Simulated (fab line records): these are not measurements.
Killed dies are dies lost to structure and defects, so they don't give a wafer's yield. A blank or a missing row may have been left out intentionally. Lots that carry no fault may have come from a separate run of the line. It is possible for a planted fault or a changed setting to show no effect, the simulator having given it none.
Which of the tools did it?	flow gf180mcu	39 wafers from 13 lots sampled at 4 of the route's 602 steps

## WHAT THE GAUGES READ, wafer by wafer
GF_SAB_THK_MEAS_01. Usual: SAB_CVD_00_THK typically reads 50.2 nm, with standard deviation 0.67.
lot	measured	on	SAB_CVD_00_THK (nm)	flag
L697	day 14 05:02	film_metro-01	49.4 48.8 50.3	
L698	day 14 14:44	film_metro-01	49.7 50.3 50.2	
L699	day 15 06:37	film_metro-04	48.8 49.8 50.6	
L700	day 15 16:25	film_metro-04	51.0 50.0 51.4	
L701	day 15 23:50	film_metro-01	49.6 50.1 50.2	
L709	day 18 17:54	film_metro-03	50.0 49.8 50.3	
L711	day 19 09:24	film_metro-03	50.6 50.6 49.8	
L713	day 20 07:22	film_metro-01	49.8 49.7 51.0	
L714	day 20 12:23	film_metro-04	49.9 48.5 50.4	
L716	day 21 12:13	film_metro-01	50.2 50.2 51.2	
L717	day 21 09:15	film_metro-03	50.8 50.8 50.9	
L718	day 21 15:23	film_metro-04	50.4 51.0 50.8	
L720	day 22 16:24	film_metro-01	49.8 50.4 49.9	

GF_CONTACT_THK_MEAS_03. Usual: CONTACT_CVD_02_THK typically reads 860 nm, with standard deviation 12.
lot	measured	on	CONTACT_CVD_02_THK (nm)	flag
L697	day 15 03:41	film_metro-02	828 847 867	
L698	day 15 13:39	film_metro-04	850 876 874	
L699	day 16 05:35	film_metro-01	861 874 869	
L700	day 16 15:36	film_metro-04	850 835 853	
L701	day 17 00:16	film_metro-01	838 855 863	
L709	day 19 18:38	film_metro-02	850 860 863	
L711	day 20 10:11	film_metro-02	852 859 862	
L713	day 21 08:33	film_metro-01	862 854 877	
L714	day 21 18:33	film_metro-02	847 860 870	
L716	day 22 13:37	film_metro-04	854 867 849	
L717	day 22 10:27	film_metro-02	859 856 876	
L718	day 22 16:02	film_metro-04	856 868 861	
L720	day 23 16:32	film_metro-04	846 858 852	

## EACH LOT AND THE TOOL THAT RAN IT (in order: tool; ch and the chambers of the sampled wafers; start)
lot	GF_DNWELL_STRIP_08	GF_MVPSD_EXPOSE_04
L697	plasma_asher-04 ch 0,1, day 2 18:57	iline_stepper-02 ch 0, day 4 18:19
L698	plasma_asher-04 ch 1, day 3 00:31	iline_stepper-01 ch 0, day 5 00:15
L699	plasma_asher-04 ch 0,1, day 3 04:58	iline_stepper-02 ch 0, day 5 06:13
L700	plasma_asher-04 ch 0,1, day 3 11:07	iline_stepper-01 ch 0, day 5 13:07
L701	plasma_asher-04 ch 0,1, day 3 16:01	iline_stepper-02 ch 0, day 5 18:53
L709	plasma_asher-01 ch 0,1, day 5 11:43	iline_stepper-02 ch 0, day 7 18:41
L711	plasma_asher-04 ch 0,1, day 5 18:51	iline_stepper-02 ch 0, day 8 04:13
L713	plasma_asher-04 ch 0,1, day 6 10:01	iline_stepper-02 ch 0, day 8 18:52
L714	plasma_asher-03 ch 0,1, day 6 11:37	iline_stepper-02 ch 0, day 8 22:09
L716	plasma_asher-04 ch 0,1, day 7 03:22	iline_stepper-02 ch 0, day 9 16:13
L717	plasma_asher-03 ch 0,1, day 7 04:55	iline_stepper-02 ch 0, day 9 17:01
L718	plasma_asher-01 ch 0,1, day 7 11:04	iline_stepper-02 ch 0, day 9 23:05
L720	plasma_asher-03 ch 0,1, day 7 23:06	iline_stepper-02 ch 0, day 10 12:53
- GF_DNWELL_STRIP_08: strips in O2/N2.
- GF_MVPSD_EXPOSE_04: exposes mask MVPSD, target cd 1000 nm.

## WHAT THE TOOLS THEMSELVES READ (means of the sampled wafers that have a number; where no wafer has one, the mark that the record gives instead)
GF_DNWELL_STRIP_08. Usual: drypump_motor_current_A 5.7 A, standard deviation 0.4; heater_power_w 328 W, standard deviation 19; oes_product_au 0.723 a.u., standard deviation 0.0044; strip_time_to_endpoint_s 36.96 s, standard deviation 0.087.
lot	tool	drypump_motor_current_A (A)	heater_power_w (W)	oes_product_au (a.u.)	strip_time_to_endpoint_s (s)	flag
L697	plasma_asher-04	5.8	340	0.726	36.94	
L698	plasma_asher-04	6.0	344	0.719	36.98	
L699	plasma_asher-04	5.5	330	0.723	37.00	
L700	plasma_asher-04	5.8	341	0.722	36.98	
L701	plasma_asher-04	5.5	329	0.727	36.88	
L709	plasma_asher-01	6.1	329	0.724	37.03	
L711	plasma_asher-04	5.5	329	0.724	36.91	
L713	plasma_asher-04	5.8	342	0.723	36.96	
L714	plasma_asher-03	5.5	306	0.722	37.01	
L716	plasma_asher-04	5.8	342	0.725	36.85	
L717	plasma_asher-03	5.5	302	0.718	36.98	
L718	plasma_asher-01	6.2	342	0.725	36.90	
L720	plasma_asher-03	5.5	302	0.723	37.03	

## THE ANSWER, worked out from the rows above alone
Rule: take the mean of a lot's wafers that have a number; if it is more than 3 standard deviations from the usual mean, the lot is off. Also off: a lot with no number at a reading for which 4 or more lots have one. All remaining lots with rows at the step are treated as sound. After the gauges, taken in route order, come the tools' own readings; for these a lot's mean is taken, as printed above. At the first step where some lot is off, the reading lying furthest off is the one used; lots without a number count as furthest.
No lot is off on any of the readings shown, so nothing can be concluded from this.

## WHAT WAS PUT IN BY THE SIMULATOR
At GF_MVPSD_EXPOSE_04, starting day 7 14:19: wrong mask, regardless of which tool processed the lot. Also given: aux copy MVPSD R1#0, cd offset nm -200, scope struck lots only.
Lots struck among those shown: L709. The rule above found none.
